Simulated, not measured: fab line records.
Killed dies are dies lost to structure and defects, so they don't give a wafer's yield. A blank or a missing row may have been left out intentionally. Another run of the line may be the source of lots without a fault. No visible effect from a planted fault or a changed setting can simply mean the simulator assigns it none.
A lot that was struck, set against a sound lot    flow sky130    14 out of 708 route steps
Sound: these wafers, L450.1, L450.3, L450.6. The struck wafers were L453.1, L453.2, L453.4. The cause is given at the end.
For every step that has rows: the tool of each side, followed by ch and its chambers, followed by its first start. Under that, the readings that differ: sound wafers    struck wafers    difference of the means    sigmas: that difference in standard deviations of wafers without a fault.
alike: same words and numbers on both sides, and readings whose means sit less than 2 such deviations apart. not compared: any withheld reading, any reading some wafer has no value for, any bound like >300 that may hide the same value, and any number with overlapping values for which the record gives no deviation.
A row with sigmas, a row that says differs or no value, or rows on one side alone: a step with any of these is where the two part. Numbers that have no deviation but don't overlap get no sigmas and don't part them. A reading that every wafer of one side lacks parts them only if that side has two wafers or more.

SKY_CAPM_METAL_ETCH_13: etches TiN in Cl2/BCl3, stops on SiO2, target depth 220 nm, time 62.9 s.
  sound on rie-metal-04 ch 0,1, day 40 22:37; struck on rie-metal-04 ch 0, day 41 19:15
  alike: drypump-motor-current-A, he-backside-leak-sccm, mfc-cl2-sccm, oes-product-au, throttle-valve-pct
  not compared: rf-hours-counter-h
SKY_CAPM_STRIP_14: strips in O2/N2.
  sound on plasma-asher-01 ch 0,1, day 40 22:41; struck on plasma-asher-02 ch 0,1, day 41 19:25
  alike: drypump-motor-current-A, oes-product-au, strip-time-to-endpoint-s
  not compared: rf-hours-counter-h
then, 10 steps without rows for these wafers: SKY_CAPM_STRIP_15 (strips in post etch residue remover, time 1200 s); SKY_CAPM_CLEAN_16 (cleans in IPA, time 180 s); SKY_CAPM_CLEAN_17 (cleans in O3/DIW); SKY_METAL3_DEHYDRATE_05 (time 60 s); SKY_METAL3_HMDS_06 (prime time 60 s); SKY_METAL3_COAT_07 (resist thk 60 nm); SKY_METAL3_COAT_08 (resist thk 1140 nm); SKY_METAL3_SOFTBAKE_09 (time 90 s); SKY_METAL3_EXPOSE_10 (exposes mask MM3, target cd 300 nm); SKY_METAL3_PEB_11.
SKY_METAL3_DEVELOP_12: develop time 57.68 s.
  sound on litho-track-02 ch 0, day 41 23:00; struck on litho-track-02, day 42 20:00
  no value came back on the struck wafers for chill-plate-temp-C (C), develop-time-s (s), resist-line-temp-C (C); on the sound wafers chill-plate-temp-C (C) reads 23.06 23.18 23.12
reading                                        sound           struck          difference  sigmas
model.KrF-thick_of_METAL3_COAT_08.thk-nm (nm)  1124 1130 1129  1144 1141 1140  +14         
SKY_METAL3_CD_MEAS_13: target cd 300 nm.
  sound on cd-sem-01, day 41 23:11; struck on cd-sem-02, day 42 20:26
reading     sound              struck  difference                     sigmas
cd-nm (nm)  302.2 300.5 301.2  - - -   no value on the struck wafers  

WHERE THEY PART
At SKY_METAL3_DEVELOP_12 first; at SKY_METAL3_CD_MEAS_13 last (within this record only).

WHY: what had been put in by the simulator
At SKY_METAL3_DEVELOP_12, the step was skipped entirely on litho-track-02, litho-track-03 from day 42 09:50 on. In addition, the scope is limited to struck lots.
